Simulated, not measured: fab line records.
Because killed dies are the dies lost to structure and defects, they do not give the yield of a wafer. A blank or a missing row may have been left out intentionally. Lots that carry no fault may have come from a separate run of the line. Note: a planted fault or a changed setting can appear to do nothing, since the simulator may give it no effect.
Lot-split experiment / flow gf180mcu / 23 wafers read across 5 lots, on a route 602 steps long

## THE SPLIT ITSELF
At GF_M5_METAL_ETCH_10 (etches the open film in Cl2/BCl3, stops on SiO2, target depth 627.5 nm, time 104.6 s), the setting icp w was moved away from the recipe's 800 W on 7 of the 23 wafers read, by +5.9% to +11.4%. This setting was run at the recipe's value on the other wafers.

The reading comes from the split's own step.

## THE READING
KrF_of_M5_COAT_02.thk nm (the simulator's own value, which no gauge read), in nm, at GF_M5_METAL_ETCH_10 (etches the open film in Cl2/BCl3, stops on SiO2, target depth 627.5 nm, time 104.6 s). The file gives no usual value for it. The 16 wafers here that ran the recipe average 702.7 nm, standard deviation 5.4 nm.

wafer=L075.1; tool, chamber at the split=rie metal-04, 1; icp w as run, W=847.3; against the recipe=+5.9%; KrF_of_M5_COAT_02.thk nm, nm=692.6; against lot-mates on the recipe=-13.6
wafer=L075.2; tool, chamber at the split=rie metal-04, 0,1; icp w as run, W=800; against the recipe=recipe; KrF_of_M5_COAT_02.thk nm, nm=706.6; against lot-mates on the recipe=-
wafer=L075.5; tool, chamber at the split=rie metal-04, 0,1; icp w as run, W=800; against the recipe=recipe; KrF_of_M5_COAT_02.thk nm, nm=706.6; against lot-mates on the recipe=-
wafer=L075.4; tool, chamber at the split=rie metal-04, 0; icp w as run, W=800; against the recipe=recipe; KrF_of_M5_COAT_02.thk nm, nm=705.5; against lot-mates on the recipe=-
wafer=L075.6; tool, chamber at the split=rie metal-04, 0; icp w as run, W=847.3; against the recipe=+5.9%; KrF_of_M5_COAT_02.thk nm, nm=694.1; against lot-mates on the recipe=-12.1
wafer=L078.2; tool, chamber at the split=rie metal-01, 0; icp w as run, W=800; against the recipe=recipe; KrF_of_M5_COAT_02.thk nm, nm=702.6; against lot-mates on the recipe=-
wafer=L078.4; tool, chamber at the split=rie metal-01, 1; icp w as run, W=800; against the recipe=recipe; KrF_of_M5_COAT_02.thk nm, nm=689; against lot-mates on the recipe=-
wafer=L078.6; tool, chamber at the split=rie metal-01, 1; icp w as run, W=800; against the recipe=recipe; KrF_of_M5_COAT_02.thk nm, nm=690.5; against lot-mates on the recipe=-
wafer=L077.1; tool, chamber at the split=rie metal-04, 1; icp w as run, W=891; against the recipe=+11.4%; KrF_of_M5_COAT_02.thk nm, nm=681.3; against lot-mates on the recipe=-21.1
wafer=L077.2; tool, chamber at the split=rie metal-04, 1; icp w as run, W=891; against the recipe=+11.4%; KrF_of_M5_COAT_02.thk nm, nm=678.2; against lot-mates on the recipe=-24.1
wafer=L077.3; tool, chamber at the split=rie metal-04, 1; icp w as run, W=800; against the recipe=recipe; KrF_of_M5_COAT_02.thk nm, nm=703.1; against lot-mates on the recipe=-
wafer=L077.4; tool, chamber at the split=rie metal-04, 1; icp w as run, W=800; against the recipe=recipe; KrF_of_M5_COAT_02.thk nm, nm=701.6; against lot-mates on the recipe=-
wafer=L077.6; tool, chamber at the split=rie metal-04, 1; icp w as run, W=891; against the recipe=+11.4%; KrF_of_M5_COAT_02.thk nm, nm=679.7; against lot-mates on the recipe=-22.6
wafer=L081.2; tool, chamber at the split=rie metal-03, 0; icp w as run, W=800; against the recipe=recipe; KrF_of_M5_COAT_02.thk nm, nm=702.6; against lot-mates on the recipe=-
wafer=L081.3; tool, chamber at the split=rie metal-03, 0; icp w as run, W=800; against the recipe=recipe; KrF_of_M5_COAT_02.thk nm, nm=703; against lot-mates on the recipe=-
wafer=L081.4; tool, chamber at the split=rie metal-03, 0; icp w as run, W=800; against the recipe=recipe; KrF_of_M5_COAT_02.thk nm, nm=706.9; against lot-mates on the recipe=-
wafer=L081.5; tool, chamber at the split=rie metal-03, 0; icp w as run, W=800; against the recipe=recipe; KrF_of_M5_COAT_02.thk nm, nm=702; against lot-mates on the recipe=-
wafer=L081.6; tool, chamber at the split=rie metal-03, 0; icp w as run, W=800; against the recipe=recipe; KrF_of_M5_COAT_02.thk nm, nm=702.9; against lot-mates on the recipe=-
wafer=L082.1; tool, chamber at the split=rie metal-03, 1; icp w as run, W=877.1; against the recipe=+9.6%; KrF_of_M5_COAT_02.thk nm, nm=680.8; against lot-mates on the recipe=-25.8
wafer=L082.2; tool, chamber at the split=rie metal-03, 0; icp w as run, W=877.1; against the recipe=+9.6%; KrF_of_M5_COAT_02.thk nm, nm=687.3; against lot-mates on the recipe=-19.3
wafer=L082.3; tool, chamber at the split=rie metal-03, 0; icp w as run, W=800; against the recipe=recipe; KrF_of_M5_COAT_02.thk nm, nm=706.7; against lot-mates on the recipe=-
wafer=L082.5; tool, chamber at the split=rie metal-03, 0; icp w as run, W=800; against the recipe=recipe; KrF_of_M5_COAT_02.thk nm, nm=709.8; against lot-mates on the recipe=-
wafer=L082.6; tool, chamber at the split=rie metal-03, 1; icp w as run, W=800; against the recipe=recipe; KrF_of_M5_COAT_02.thk nm, nm=703.3; against lot-mates on the recipe=-
The file does not say which wafer passed through which chamber wherever a row lists several chambers: such a row stands for several wafers.

THE FIT
A straight line over all 23 wafers: KrF_of_M5_COAT_02.thk nm changes by -1.96 nm for each +1% of icp w; r = -0.88; the points scatter about the line by 4.9 nm.
The same after taking each lot's own level away (the mean of its wafers on the recipe; 23 wafers): -2.1 nm for each +1%; r = -0.96; scatter 3 nm.
That fit puts the effect of the largest move of icp w on the reading at 24 nm.
The span of the lots' own levels, 694.03 to 706.60 nm, comes to 2.3 times the standard deviation stated above.
The two slopes agree, so the slope changes little with the lot-to-lot level.
Check: for one of the wafers moved furthest among these (+11.4%), held out of the fit, the line's prediction against its lot-mates is -24.7 nm. It came out at -21.1 nm against them.

## THE OTHER SPLITS THESE WAFERS WENT THROUGH
Before the reading, these wafers also passed through other splits. Each is held against what the fit with the lots' levels taken away leaves over:
other split on the same wafers=GF_MIM_SOFTBAKE_15 time s; wafers away from the commonest value=11; r with KrF_of_M5_COAT_02.thk nm (lot level and that fit taken away)=+0.08

## THE WHOLE CHAIN: every reading that the file lists as answering this split, in the file's order
step=GF_M5_METAL_ETCH_10; what it does=etches the open film in Cl2/BCl3, stops on SiO2, target depth 627.5 nm, time 104.6 s; reading=KrF_of_M5_COAT_02.thk nm (the simulator's own value, which no gauge read); change (the file's fit)=-2.14 nm for each +1% of the setting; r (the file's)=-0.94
step=GF_M5_STRIP_11; what it does=strips in O2/N2; reading=strip time to endpoint s; change (the file's fit)=withheld for each +1% of the setting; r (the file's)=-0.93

## FILE'S OWN FIT
KrF_of_M5_COAT_02.thk nm changes by -2.14 nm for each +1% of icp w, r = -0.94.
